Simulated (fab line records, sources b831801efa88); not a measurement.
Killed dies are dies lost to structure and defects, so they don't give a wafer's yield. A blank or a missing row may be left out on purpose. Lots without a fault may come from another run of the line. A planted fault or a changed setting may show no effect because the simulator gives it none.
fab line records | flow sfq_line
record lots=6 wafers=18 last_day=100
route steps=325 shown M3@129 I3@133
lots that met no fault: from a run of the same line without faults
start_h: hours from the record's first day to the start of the lot's first wafer shown | wait_h: hours since the lot's step before | " the same as in the row above | L1.1+2: a row that stands for several wafers | - no value, or no start given | * or withheld: withheld | < > ~ a bound
route shown NAME@n: a module of which the file shows steps, and the number in the route of the first | usual: mean/standard deviation of fault-free wafers | same: alike in all rows | chamber/n: place in a boat | sites: the reading at each site | _std_site: their standard deviation | _edge_site: outer sites' mean less inner sites' | radius_mm: how far each site lies from the wafer's centre | mask NAME#n: copy n | behind: the tool/chamber that last shaped the wafer | hold: why the lot was held/for how many hours/how that ended | device: the transistor (n, p or np) that didn't switch | end of line: the same wafers' tests at the end of the route | a step without rows: its recipe alone | killed: dies lost to structure and defects at the first sort, not the wafer's yield | map: a wafer's dies, x killed, . not, _ none there
set.NAME: the setting as run; set.NAME@STEP: as run at that earlier step | model.NAME: the simulator's own value behind a step, which no gauge read
lots at some steps of the route; a table a step, a row a wafer
services: from which hour (start_h, from the record's first day; less than 0 if before it) a tool's chamber was out of use, for how many hours, and why
## steps
# step SFQ_TRILAYER_M3_BARC_OPEN_METAL_ETCH_100
# recipe mask_material=PR chemistry=O2 target_depth_nm=125 target=BARC icp_w=600 bias_w=80 pressure_mtorr=10 time_s=41.7
# usual drypump_motor_current_A=5.9/0.45 oes_product_au=0.685/0.0046
# columns lot.wafer tool chamber start_h wait_h drypump_motor_current_A oes_product_au rf_hours_counter_h
L330.1 rie_metal-03 1 1081.02 0.0 5.2 0.686 4
L330.4 " 0 " " 6.0 0.681 -
L330.5 " 1 " " 5.3 0.685 -
L340.2 rie_metal-03 0 1196.63 0.0 6.0 0.674 102
L340.3 " 1 " " 5.2 0.682 -
L340.4 " 0 " " 6.0 0.678 -
L341.3 rie_metal-02 0 1203.86 0.0 5.6 0.694 -
L341.4 " 1 " " 6.3 0.680 -
L341.6 " 1 " " 6.3 0.685 -
L344.2 rie_metal-04 1 1219.39 0.0 6.1 0.683 110
L344.3 " 1 " " 6.1 0.683 -
L344.5 " 1 " " 6.1 0.682 -
L346.1 rie_metal-03 1 1234.78 0.0 5.3 0.683 23
L346.2 " 0 " " 6.0 0.689 1
L346.5 " 1 " " 5.3 0.688 -
L347.1 rie_metal-02 0 1237.20 0.0 5.6 0.682 50
L347.2 " 1 " " 6.4 0.682 85
L347.5 " 1 " " 6.4 0.681 -
# step SFQ_TRILAYER_M3_ETCH_METAL_ETCH_078
# recipe target=Nb stop_on=SiO2 mask_material=PR chemistry=Cl2/Ar target_depth_nm=240 icp_w=600 bias_w=80 pressure_mtorr=10 time_s=120
# usual drypump_motor_current_A=5.9/0.45 oes_product_au=0.895/0.007
# columns lot.wafer tool chamber start_h wait_h drypump_motor_current_A oes_product_au rf_hours_counter_h
L330.1 rie_metal-03 1 1081.08 0.0 5.3 0.902 4
L330.4 " 0 " " 6.0 0.901 -
L330.5 " 1 " " 5.3 0.901 -
L340.2 rie_metal-03 0 1196.69 0.0 6.0 0.901 102
L340.3 " 1 " " 5.3 0.905 -
L340.4 " 0 " " 6.0 0.903 -
L341.3 rie_metal-02 0 1203.94 0.1 5.6 0.887 -
L341.4 " 1 " " 6.3 0.892 -
L341.6 " 1 " " 6.4 0.888 -
L344.2 rie_metal-04 1 1219.45 0.0 6.1 0.890 110
L344.3 " 1 " " 6.1 0.895 -
L344.5 " 1 " " 6.1 0.884 -
L346.1 rie_metal-03 1 1234.84 0.0 5.2 0.897 23
L346.2 " 0 " " 6.0 0.902 1
L346.5 " 1 " " 5.3 0.895 -
L347.1 rie_metal-02 0 1237.26 0.0 5.6 0.891 50
L347.2 " 1 " " 6.3 0.889 85
L347.5 " 1 " " 6.3 0.888 -
# step SFQ_TRILAYER_M3_STRIP_STRIP_079
# recipe gas=O2 power_w=200 platen_temp_c=40 overash_fraction=0.65 chemistry=O2 pressure_mtorr=50
# usual drypump_motor_current_A=5.9/0.45 oes_product_au=0.999/0.011
# columns lot.wafer tool chamber start_h wait_h drypump_motor_current_A oes_product_au rf_hours_counter_h
L330.1 rie_metal-03 1 1081.20 0.1 5.3 0.983 4
L330.4 " 0 " " 6.0 1.009 -
L330.5 " 1 " " 5.2 0.976 -
L340.2 rie_metal-03 0 1196.81 0.1 6.0 1.003 102
L340.3 " 1 " " 5.3 0.986 -
L340.4 " 0 " " 6.0 1.002 -
L341.3 rie_metal-02 0 1204.23 0.2 5.6 1.025 -
L341.4 " 1 " " 6.3 1.012 -
L341.6 " 1 " " 6.4 1.015 -
L344.2 rie_metal-04 1 1219.57 0.1 6.1 0.994 110
L344.3 " 1 " " 6.1 1.001 -
L344.5 " 1 " " 6.1 0.995 -
L346.1 rie_metal-03 1 1234.97 0.1 5.3 0.990 23
L346.2 " 0 " " 6.0 0.999 1
L346.5 " 1 " " 5.3 0.991 -
L347.1 rie_metal-02 0 1237.38 0.1 5.6 1.006 50
L347.2 " 1 " " 6.4 1.008 85
L347.5 " 1 " " 6.3 1.006 -
# step SFQ_TRILAYER_M3_STRIP_SOLV_CLEAN_080
# recipe chemistry=NMP temp_c=70 time_s=600
# step SFQ_TRILAYER_I3_DEP_PECVD_081
# recipe material=SiO2 temp_c=150 time_s=111.11 pressure_torr=2.4 rf_w=183.3 precursor=SiH4/N2O target_thk_nm=500
# step SFQ_TRILAYER_I3_CMP_CMP_082
# recipe material=SiO2 down_force_psi=3 platen_rpm=60 pad_velocity_m_s=0.94248
# usual edge_zone_pressure_frac=1.000/0.0054 motor_current_A=10.5/0.72 retaining_ring_pressure_frac=1.000/0.0048 slurry_filter_dp_kPa=13.50/0.13 slurry_flow_ml_min=150.0/0.46 time_to_endpoint_s=215/8.2
# columns lot.wafer tool chamber start_h wait_h edge_zone_pressure_frac motor_current_A retaining_ring_pressure_frac slurry_filter_dp_kPa slurry_flow_ml_min time_to_endpoint_s
L330.1 cmp-02 0 1091.44 9.4 0.993 10.6 1.000 13.55 150.6 212
L330.4 " 1 " " 0.991 11.0 1.002 13.45 149.9 218
L330.5 " 3 1092.94 10.9 0.999 11.9 0.998 13.58 149.8 219
L340.2 cmp-01 1 1202.31 4.7 1.003 11.1 0.992 13.59 151.2 201
L340.3 " 2 " " 1.000 9.6 1.001 13.50 150.9 204
L340.4 " 3 " " 0.991 10.2 1.001 13.70 149.8 212
L341.4 cmp-01 0 1212.31 7.4 1.005 9.7 0.999 13.32 150.3 210
L341.3 " 1 " " 1.001 11.7 1.000 13.40 149.9 207
L341.6 " 2 " " 1.012 8.9 0.998 13.60 149.9 213
L344.3 cmp-02 3 1226.78 6.2 0.998 11.6 1.004 13.60 150.3 213
L344.2 " 0 " " 0.992 10.9 1.006 13.54 149.5 216
L344.5 " 2 1228.28 7.7 1.007 10.1 0.995 13.57 150.2 229
L346.2 cmp-01 2 1236.42 0.6 0.995 9.2 0.998 13.38 149.4 213
L346.1 " 3 " " 1.003 10.0 1.001 13.40 149.6 201
L346.5 " 3 1238.92 3.1 0.997 10.3 1.010 13.59 149.6 202
L347.1 cmp-02 0 1240.79 2.6 1.013 10.1 0.998 13.61 150.0 228
L347.2 " 1 " " 1.005 10.4 0.998 13.33 150.1 217
L347.5 " 3 1242.29 4.1 1.005 11.4 0.994 13.75 150.1 235
# step SFQ_I3_BOW_MEAS_922
# recipe mode=bow
# usual I3_BOW=3/9.3
# columns lot.wafer tool chamber start_h wait_h I3_BOW[um]
L330.1 film_metro-02 - 1093.94 2.0 -9
L330.4 " - " " -10
L330.5 " - " " 3
L340.2 film_metro-04 - 1205.33 2.5 14
L340.3 " - " " 4
L340.4 " - " " -5
L341.3 film_metro-02 - 1214.35 1.0 13
L341.4 " - " " 2
L341.6 " - " " 10
L344.2 film_metro-04 - 1229.30 1.5 1
L344.3 " - " " 8
L344.5 " - " " 8
L346.1 film_metro-04 - 1239.42 2.0 11
L346.2 " - " " 11
L346.5 " - " " -3
L347.1 film_metro-04 - 1243.29 2.0 -18
L347.2 " - " " -15
L347.5 " - " " -1
# step SFQ_TRILAYER_I3_METRO_MEASURE_083
# step SFQ_TRILAYER_I3_VIA_LITHO_COAT_090
# recipe resist=BARC spin_rpm=3000 resist_thk_nm=62
# step SFQ_TRILAYER_I3_VIA_LITHO_COAT_085
# recipe resist=KrF spin_rpm=3000 resist_thk_nm=650
# step SFQ_TRILAYER_I3_VIA_LITHO_SOFTBAKE_089
# recipe temp_c=withheld time_s=withheld resist=KrF
# step SFQ_TRILAYER_I3_VIA_LITHO_EXPOSE_086
# recipe mask_id=I3 na=0.6 source_shape=conventional sigma_outer=0.65 target_cd_nm=500 dose_mj=21.3
# step SFQ_TRILAYER_I3_VIA_LITHO_PEB_088
# recipe peb_temp_c=115 peb_time_s=60 resist=KrF
# usual resist_line_temp_C=23.02/0.11
# columns lot.wafer tool chamber start_h wait_h resist_line_temp_C
L330.1 litho_track-03 0 1239.33 1.0 23.13
L330.4 " 0 " " 23.09
L330.5 " 0 " " 23.05
L340.2 litho_track-04 0 1345.20 0.8 23.16
L340.3 " 0 " " 23.09
L340.4 " 0 " " 23.12
L341.3 litho_track-03 0 1353.63 0.7 22.92
L341.4 " 0 " " 22.95
L341.6 " 0 " " 22.90
L344.2 litho_track-03 0 1374.00 0.8 23.00
L344.3 " 0 " " 23.25
L344.5 " 0 " " 23.07
L346.1 litho_track-01 0 1381.18 1.0 22.87
L346.2 " 0 " " 22.94
L346.5 " 0 " " 23.16
L347.1 litho_track-04 0 1385.98 1.0 23.03
L347.2 " 0 " " 22.72
L347.5 " 0 " " 23.00
# step SFQ_TRILAYER_I3_VIA_LITHO_DEVELOP_087
# recipe time_s=60 resist=KrF
# step SFQ_I3_OVL_MEAS_923
# usual I3_OVL=-1/5.5
# columns lot.wafer tool chamber start_h wait_h I3_OVL[nm]
L330.1 overlay-01 - 1239.63 0.1 -3
L330.4 " - " " -7
L330.5 " - " " -6
L340.2 overlay-02 - 1345.48 0.1 3
L340.3 " - " " 0
L340.4 " - " " 5
L341.3 overlay-02 - 1353.89 0.1 1
L341.4 " - " " -2
L341.6 " - " " 3
L344.2 overlay-01 - 1374.28 0.1 6
L344.3 " - " " -1
L344.5 " - " " 10
L346.1 overlay-01 - 1381.48 0.1 0
L346.2 " - " " 0
L346.5 " - " " 1
L347.1 overlay-01 - 1386.28 0.1 8
L347.2 " - " " 0
L347.5 " - " " -1
# step SFQ_TRILAYER_I3_VIA_BARC_OPEN_VIA_ETCH_121
# recipe mask_material=PR chemistry=O2 target_depth_nm=125 target=BARC source_w=500 bias_w=80 pressure_mtorr=30 time_s=41.7
# usual drypump_motor_current_A=5.8/0.44 oes_product_au=0.685/0.0048
# columns lot.wafer tool chamber start_h wait_h drypump_motor_current_A oes_product_au rf_hours_counter_h model.I3.cd_nm
L330.1 rie_diel-03 1 1239.67 0.0 6.5 0.684 9 499.8
L330.4 " 0 " " 5.4 0.689 1 499.9
L330.5 " 0 " " 5.4 0.688 - 500.4
L340.2 rie_diel-04 2 1345.51 0.0 5.6 0.690 17 499.9
L340.3 " 3 " " 5.7 0.685 8 498.2
L340.4 " 1 " " 6.0 0.682 9 497.1
L341.3 rie_diel-02 1 1353.91 0.0 5.6 0.690 11 506.9
L341.4 " 0 " " 6.7 0.682 9 504.5
L341.6 " 3 " " 5.5 0.689 - 505.7
L344.2 rie_diel-03 2 1374.31 0.0 5.5 0.678 10 506
L344.3 " 3 " " 5.1 0.687 9 503.8
L344.5 " 3 " " 5.1 0.684 - 505
L346.1 rie_diel-04 3 1381.51 0.0 5.7 0.687 9 501.4
L346.2 " 2 " " 5.6 0.682 18 503.8
L346.5 " 1 " " 6.0 0.682 - 501.7
L347.1 rie_diel-04 1 1386.31 0.0 6.0 0.677 10 501.9
L347.2 " 0 " " 6.2 0.692 17 500.4
L347.5 " 1 " " 6.1 0.689 - 502.5
# step SFQ_TRILAYER_I3_VIA_ETCH_VIA_ETCH_088
# recipe target=SiO2 stop_on=Nb mask_material=PR taper_deg=20 chemistry=CHF3 target_depth_nm=260 source_w=500 bias_w=80 pressure_mtorr=30 time_s=withheld
# usual drypump_motor_current_A=5.8/0.44 oes_product_au=0.854/0.0056
# columns lot.wafer tool chamber start_h wait_h drypump_motor_current_A oes_product_au model.I3.cd_nm
L330.1 rie_diel-03 1 1239.71 0.0 6.4 0.863 499.9
L330.4 " 0 " " 5.4 0.857 497.7
L330.5 " 0 " " 5.4 0.853 498.5
L340.2 rie_diel-04 2 1345.55 0.0 5.6 0.855 499.9
L340.3 " 3 " " 5.7 0.858 498.1
L340.4 " 1 " " 6.0 0.847 497.2
L341.3 rie_diel-02 1 1353.95 0.0 5.6 0.860 504.6
L341.4 " 0 " " 6.7 0.850 505.2
L341.6 " 3 " " 5.5 0.861 504.3
L344.2 rie_diel-03 2 1374.35 0.0 5.4 0.853 507
L344.3 " 3 " " 5.1 0.860 506.1
L344.5 " 3 " " 5.1 0.859 506.4
L346.1 rie_diel-04 3 1381.55 0.0 5.7 0.852 501.2
L346.2 " 2 " " 5.6 0.855 504
L346.5 " 1 " " 6.0 0.859 502.4
L347.1 rie_diel-04 1 1386.35 0.0 6.0 0.859 501.9
L347.2 " 0 " " 6.2 0.852 501
L347.5 " 1 " " 6.0 0.852 501.5
# step SFQ_TRILAYER_I3_VIA_STRIP_STRIP_089
# recipe gas=O2 power_w=200 platen_temp_c=40 overash_fraction=0.65 chemistry=O2 pressure_mtorr=50
# usual drypump_motor_current_A=6.0/0.41 oes_product_au=1.004/0.0077
# columns lot.wafer tool chamber start_h wait_h drypump_motor_current_A oes_product_au rf_hours_counter_h
L330.1 rie_metal-01 0 1239.82 - 5.8 1.004 124
L330.4 " 0 " " 5.8 1.004 -
L330.5 " 0 " " 5.8 1.009 -
L340.2 rie_metal-04 0 1345.86 - 6.7 0.998 -
L340.3 " 0 " " 6.7 0.995 -
L340.4 " 0 " " 6.7 0.993 -
L341.3 rie_metal-04 0 1354.26 - 6.7 0.991 -
L341.4 " 1 " " 6.1 1.011 -
L341.6 " 0 " " 6.7 1.006 -
L344.2 rie_metal-02 0 1374.66 - 5.6 1.005 -
L344.3 " 0 " " 5.6 1.012 -
L344.5 " 0 " " 5.6 1.012 -
L346.1 rie_metal-01 0 1381.66 - 5.8 1.007 13
L346.2 " 1 " " 5.5 1.002 100
L346.5 " 0 " " 5.8 1.007 -
L347.1 rie_metal-01 1 1386.46 - 5.5 0.985 101
L347.2 " 0 " " 5.8 0.996 14
L347.5 " 0 " " 5.8 1.002 -
## services
# columns tool chamber start_h hours kind
cmp-02 - 1064.85 3.3 pm
cmp-01 - 1086.29 4.0 pm
rie_diel-03 2 1099.24 8.4 repair
rie_diel-04 - 1102.95 0.5 repair
cmp-02 - 1103.49 1.5 repair
cmp-02 - 1113.84 0.3 repair
rie_metal-02 - 1136.61 0.9 repair
cmp-02 - 1148.58 1.0 repair
cmp-02 - 1153.76 0.6 repair
rie_diel-03 0 1198.97 5.4 repair
rie_diel-03 0 1207.74 8.6 repair
rie_diel-04 - 1265.31 2.8 pm
rie_diel-04 0 1280.78 8.5 repair
rie_diel-04 - 1284.24 0.2 repair
rie_diel-04 0 1303.30 9.1 repair
rie_metal-03 - 1307.62 11.0 repair
rie_diel-03 - 1329.03 14.6 pm
rie_metal-04 - 1335.74 2.8 pm
rie_diel-04 3 1347.05 4.1 repair
rie_metal-03 - 1352.48 0.8 repair
rie_diel-03 1 1357.14 23.4 repair
rie_metal-03 - 1359.54 0.2 repair
rie_metal-02 - 1366.26 2.8 pm
rie_metal-02 1 1373.43 2.6 repair
## key
first_sign none at tools or gauges
model_effect step=SFQ_TRILAYER_I3_VIA_BARC_OPEN_VIA_ETCH_121 value=I3.cd_nm without=500.4 struck=505.3
model_effect step=SFQ_TRILAYER_I3_VIA_ETCH_VIA_ETCH_088 value=I3.cd_nm without=500.6 struck=505.6
met_at SFQ_TRILAYER_I3_VIA_LITHO_PEB_088
struck_wafers L341.3,L341.4,L341.6,L344.2,L344.3,L344.5
onset_between 1239.33 1353.63
fault kind=process_parameter_drift tool=litho_track-03 chamber=- onset_h=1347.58 steps=SFQ_TRILAYER_I3_VIA_LITHO_PEB_088 channel=peb_time_s offset=* shape=step end_h=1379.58 acts_in=* stated=*
